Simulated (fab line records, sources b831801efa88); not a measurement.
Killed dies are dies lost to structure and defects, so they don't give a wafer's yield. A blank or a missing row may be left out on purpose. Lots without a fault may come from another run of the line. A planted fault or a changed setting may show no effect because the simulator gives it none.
A struck lot beside a sound one | flow sky130 | 14 steps out of a route of 708
Sound: wafers L755.1, L755.5, L755.6. Struck: wafers L757.2, L757.3, L757.4. The cause comes at the end.
At each step with rows: each side's tool, then ch and its chambers, then its first start. Under that, the readings that differ: sound wafers | struck wafers | difference of the means | sigmas: that difference in standard deviations of wafers without a fault.
alike: readings whose means differ by less than 2 such deviations, and words and numbers that are the same on both sides. not compared: withheld readings, readings that some wafer has no value for, bounds like >300 that may hide the same value, and numbers for which the record gives no deviation and whose values overlap.
The two part at a step that has a row with sigmas, a row that says differs or no value, or rows on one side only. Numbers that don't overlap but have no deviation are shown without sigmas and don't part them. A reading that every wafer of one side lacks parts them only if that side has two wafers or more.

first, 6 steps without rows for these wafers: SKY_LDD_N_IMPLANT_10; SKY_LDD_N_IMPLANT_11; SKY_LDD_N_IMPLANT_12; SKY_LDD_N_IMPLANT_13; SKY_LDD_N_IMPLANT_14; SKY_LDD_N_IMPLANT_15.
SKY_LDD_N_STRIP_16: strips in O2/N2.
  sound on plasma_asher-04 ch 0,1, day 18 18:47; struck on plasma_asher-02 ch 0,1, day 19 17:05
  alike: drypump_motor_current_A, oes_product_au, strip_time_to_endpoint_s
  not compared: rf_hours_counter_h
SKY_LDD_N_TW_MEAS_17:
  sound on film_metro-04, day 18 18:53; struck on film_metro-03, day 19 17:12
  alike: LDD_N_TW
then, 4 steps without rows for these wafers: SKY_LDD_P_DEHYDRATE_00 (time 60 s); SKY_LDD_P_HMDS_01 (prime time 60 s); SKY_LDD_P_COAT_02 (resist thk 1140 nm); SKY_LDD_P_SOFTBAKE_03 (time 60 s).
SKY_LDD_P_EXPOSE_04: exposes mask PSDM, target cd 380 nm.
  sound on iline_stepper-01 ch 0, day 19 10:42; struck on iline_stepper-01, day 20 07:49
  no value came back on the struck wafers for exposure_dose_mJ_cm2, focus_offset_nm (nm); on the sound wafers exposure_dose_mJ_cm2 reads 138.05 137.95 137.93
  alike: mask
then, 1 step without rows for these wafers: SKY_LDD_P_PEB_05.

WHERE THEY PART
Only at SKY_LDD_P_EXPOSE_04, within this record.

WHY: what the simulator had put in
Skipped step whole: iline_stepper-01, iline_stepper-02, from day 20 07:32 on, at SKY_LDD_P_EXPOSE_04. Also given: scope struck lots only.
